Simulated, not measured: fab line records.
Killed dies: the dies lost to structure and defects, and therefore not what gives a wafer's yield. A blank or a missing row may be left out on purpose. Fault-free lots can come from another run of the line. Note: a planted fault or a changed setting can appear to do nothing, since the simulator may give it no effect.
Which tool did it? | flow sky130 | Sampling: 13 lots, 39 wafers, 3 of 708 route steps

WHAT EACH GAUGE READ, for each wafer
SKY_CAPM_THK_MEAS_04: measures by xrf. Usual: CAPM_TIN_THK 201.1 nm, standard deviation 2.7.
lot  | measured     | on            | CAPM_TIN_THK (nm) | flag
L818 | day 36 15:29 | film_metro-04 | 202.6 204.5 199.2 |
L819 | day 36 15:37 | film_metro-01 | 199.3 200.6 197.2 |
L822 | day 37 11:08 | film_metro-04 | 194.8 197.1 197.2 |
L823 | day 37 20:27 | film_metro-03 | 199.9 198.6 199.6 |
L824 | day 38 02:10 | film_metro-03 | 201.9 202.1 203.7 |
L825 | day 38 18:08 | film_metro-01 | 198.2 201.2 199.8 |
L827 | day 39 15:50 | film_metro-04 | 201.5 199.8 197.4 |
L833 | day 41 14:28 | film_metro-03 | 204.4 200.3 204.2 |
L835 | day 42 01:38 | film_metro-03 | 200.1 200.9 200.9 |
L836 | day 42 03:40 | film_metro-04 | 197.4 196.5 197.7 |
L839 | day 42 14:02 | film_metro-03 | 199.2 198.8 199.0 |
L840 | day 43 01:48 | film_metro-01 | 206.5 202.1 205.6 |
L841 | day 43 07:21 | film_metro-03 | 201.1 205.1 202.3 |

SKY_CAPM_OVL_MEAS_12. Usual: CAPM_OVL -0.3 nm, standard deviation 1.5.
lot  | measured     | on         | CAPM_OVL (nm)  | flag
L818 | day 37 16:50 | overlay-02 | -1.0 -0.2 -1.5 |
L819 | day 37 17:36 | overlay-02 | -1.7 -1.4 -1.5 |
L822 | day 38 12:38 | overlay-01 | 1.1 -0.5 -0.7  |
L823 | day 38 21:51 | overlay-02 | -0.9 1.8 0.4   |
L824 | day 39 03:41 | overlay-02 | 1.8 -0.9 0.3   |
L825 | day 39 19:27 | overlay-02 | 2.0 3.9 3.8    |
L827 | day 40 16:08 | overlay-01 | -0.1 -0.8 -3.7 |
L833 | day 42 13:42 | overlay-01 | 1.7 1.4 -0.9   |
L835 | day 43 00:26 | overlay-01 | -0.3 -0.9 -0.9 |
L836 | day 43 01:50 | overlay-02 | 0.8 0.3 1.0    |
L839 | day 43 12:45 | overlay-01 | -0.7 -1.2 -0.4 |
L840 | day 44 00:20 | overlay-02 | -1.9 -1.5 -2.9 |
L841 | day 44 06:07 | overlay-01 | 1.1 0.7 0.7    |

WHICH TOOL RAN EACH LOT (tool, then ch and the chambers of the sampled wafers, then the start)
lot  | SKY_METAL3_SPUTTER_03
L818 | pvd_sputter-01, day 36 15:06
L819 | pvd_sputter-03, day 36 15:14
L822 | pvd_sputter-01, day 37 10:46
L823 | pvd_sputter-03, day 37 20:04
L824 | pvd_sputter-03, day 38 01:47
L825 | pvd_sputter-01, day 38 17:45
L827 | pvd_sputter-01, day 39 15:27
L833 | pvd_sputter-03, day 41 14:05
L835 | pvd_sputter-03, day 42 01:16
L836 | pvd_sputter-04, day 42 03:17
L839 | pvd_sputter-03, day 42 13:38
L840 | pvd_sputter-03, day 43 01:25
L841 | pvd_sputter-04, day 43 06:56
- SKY_METAL3_SPUTTER_03: material Ti, target thk 5 nm, time 3.3 s.

AS READ BY THE TOOLS THEMSELVES (means over the sampled wafers that have a number; for cases with no such wafer, the mark the record gives instead)
SKY_METAL3_SPUTTER_03. Usual: cathode_dc_power_W 3000.0 W, standard deviation 0.49; throttle_valve_pct 29.5 %, standard deviation 1.1.
lot  | tool           | cathode_dc_power_W (W) | throttle_valve_pct (%) | flag
L818 | pvd_sputter-01 | 3000.1                 | 29.2                   |
L819 | pvd_sputter-03 | 2999.7                 | 29.7                   |
L822 | pvd_sputter-01 | 2999.4                 | 29.0                   |
L823 | pvd_sputter-03 | 3000.0                 | 30.0                   |
L824 | pvd_sputter-03 | 2999.9                 | 30.1                   |
L825 | pvd_sputter-01 | 3000.1                 | 28.5                   |
L827 | pvd_sputter-01 | 2999.9                 | 29.2                   |
L833 | pvd_sputter-03 | 3000.6                 | 30.1                   |
L835 | pvd_sputter-03 | 2999.7                 | 30.5                   |
L836 | pvd_sputter-04 | 2999.9                 | 29.5                   |
L839 | pvd_sputter-03 | 3000.4                 | 30.7                   |
L840 | pvd_sputter-03 | 3000.0                 | 30.2                   |
L841 | pvd_sputter-04 | 3000.2                 | 28.6                   |

THE ANSWER, worked out from the rows above alone
Rule: a lot counts as off when the mean over its wafers that have a number is more than 3 standard deviations away from the usual mean. Also off: a lot with no number at a reading for which 4 or more lots have one. Any other lot the step has rows for is counted as sound. The gauges are gone through in route order, then the tools' own readings, and for those a lot's mean is taken as printed above. At the first step where some lot is off, the reading lying furthest off is the one used; lots without a number count as furthest.
No lot is off on any of the readings shown, so nothing can be concluded from this.

WHAT THE SIMULATOR HAD INSERTED
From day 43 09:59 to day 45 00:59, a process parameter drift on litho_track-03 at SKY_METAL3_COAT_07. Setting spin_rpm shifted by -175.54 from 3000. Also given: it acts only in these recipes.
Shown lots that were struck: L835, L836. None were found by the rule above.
